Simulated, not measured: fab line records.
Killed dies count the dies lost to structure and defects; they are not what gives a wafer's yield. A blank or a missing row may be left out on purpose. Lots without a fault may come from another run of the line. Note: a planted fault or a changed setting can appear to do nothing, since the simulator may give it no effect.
Chamber matching    flow sky130    4 sister chambers for SKY_VIA4_CMP_21 on cmp-01
The step polishes, stops on SiO2, t overpolish 25 s, target thk 0 nm. 14 wafers are shown with their chamber, then 7 later ones without.

## WAFERS PAIRED WITH THEIR CHAMBERS
wafer   chamber  motorCurrentA (A)  edgeZonePressureFrac  overpolishRunS (s)
L512.4  0        11.3               1.002                 25.009
L512.5  2        9.4                1.001                 25.008
L512.6  3        10.9               1.005                 25.005
L514.3  3        11.2               1.000                 24.993
L514.4  1        11.2               1.006                 25.012
L514.5  0        11.3               1.002                 24.996
L515.1  2        9.5                0.997                 25.003
L515.4  0        11.1               1.006                 24.999
L515.5  0        11.0               1.001                 24.994
L516.1  3        10.7               1.000                 24.998
L516.2  1        11.6               1.012                 25.010
L516.3  2        9.0                1.001                 25.013
L518.1  3        10.0               1.002                 24.998
L518.3  2        9.1                1.001                 25.005

SIGNATURES, as means of the wafers listed above
reading               chamber 0  chamber 1  chamber 2  chamber 3  scatter within a chamber
motorCurrentA         11.175     11.400     9.250      10.700     0.331
edgeZonePressureFrac  1.00275    1.00900    1.00000    1.00175    0.00248
overpolishRunS        24.99950   25.01100   25.00725   24.99850   0.00515
Rule: distance of a wafer from a chamber = root of the sum over the readings of ((wafer's reading minus chamber's mean) / reading's scatter) squared. If the next closest chamber is less than 2 further off than the closest, the wafer can't be placed; otherwise it belongs to the closest. The scatter: the root of (the sum of the squares of (reading less its chamber's mean) over the shown wafers, divided by (wafers less chambers)).

## WAFERS WHOSE CHAMBER IS MISSING
wafer   motorCurrentA (A)  edgeZonePressureFrac  overpolishRunS (s)
L518.5  11.1               1.000                 25.006
L519.2  9.5                1.008                 25.009
L519.4  11.7               1.010                 25.011
L519.6  9.6                0.999                 25.009
L520.2  10.7               0.998                 24.982
L520.4  11.3               0.999                 25.004
L520.6  11.1               0.992                 24.980

## WHICH CHAMBER EACH WENT THROUGH
wafer    from the rows above       in truth
L518.5   can't be placed: 0 or 3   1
L519.2   can't be placed: 2 or 3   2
L519.4   1                         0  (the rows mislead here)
L519.6   2                         2
L520.2   can't be placed: 3 or 0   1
L520.4   can't be placed: 0 or 3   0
L520.6   can't be placed: 3 or 0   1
1 of 7 placed correctly. These rows do not allow placing 5 (true chamber among the candidates in 2). Wrongly placed: 1.
